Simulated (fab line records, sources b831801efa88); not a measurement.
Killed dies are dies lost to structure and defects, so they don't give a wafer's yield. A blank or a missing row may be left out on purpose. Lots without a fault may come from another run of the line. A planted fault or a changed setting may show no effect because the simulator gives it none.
Chamber matching | flow gf180mcu | GF_V4_CVD_02 on pecvd-02: 3 sister chambers
The step deposits SiO2 from TEOS, target thk 850 nm, time 94.851 s. 6 wafers are shown with their chamber, then 7 later ones without.

WAFERS WITH THEIR CHAMBER
wafer  | chamber | heater_power_w (W) | heater_power_outer_w (W)
L083.4 | 0       | 860                | 513
L086.2 | 0       | 771                | 424
L086.5 | 2       | 502                | 288
L086.6 | 1       | 640                | 403
L091.1 | 1       | 689                | 437
L091.3 | 2       | 502                | 298

WAFERS WITHOUT THEIR CHAMBER
wafer  | heater_power_w (W) | heater_power_outer_w (W)
L091.4 | 862                | 518
L093.1 | 849                | 503
L093.3 | 611                | 384
L093.6 | 511                | 297
L095.1 | 584                | 355
L095.3 | 673                | 435
L095.6 | 609                | 380

WHICH CHAMBER EACH WENT THROUGH
wafer  | from the rows above     | in truth
L091.4 | 0                       | 0
L093.1 | 0                       | 0
L093.3 | can't be placed: 1 or 2 | 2
L093.6 | 2                       | 2
L095.1 | can't be placed: 2 or 1 | 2
L095.3 | 1                       | 1
L095.6 | can't be placed: 1 or 2 | 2
Placed correctly: 4 of 7. Can't be placed from these rows: 3 (the true chamber is among the candidates in 3). Placed wrongly: 0.
How it was worked out, from the rows above alone: a wafer's distance from a chamber is the root of the sum, over the readings, of the square of ((its reading less the chamber's mean) divided by the reading's scatter). The wafer belongs to the nearest chamber; if the next one is less than 2 further off, it can't be placed. A chamber's mean is the mean of its shown wafers. The scatter: the root of (the sum of the squares of (reading less its chamber's mean) over the shown wafers, divided by (wafers less chambers)).
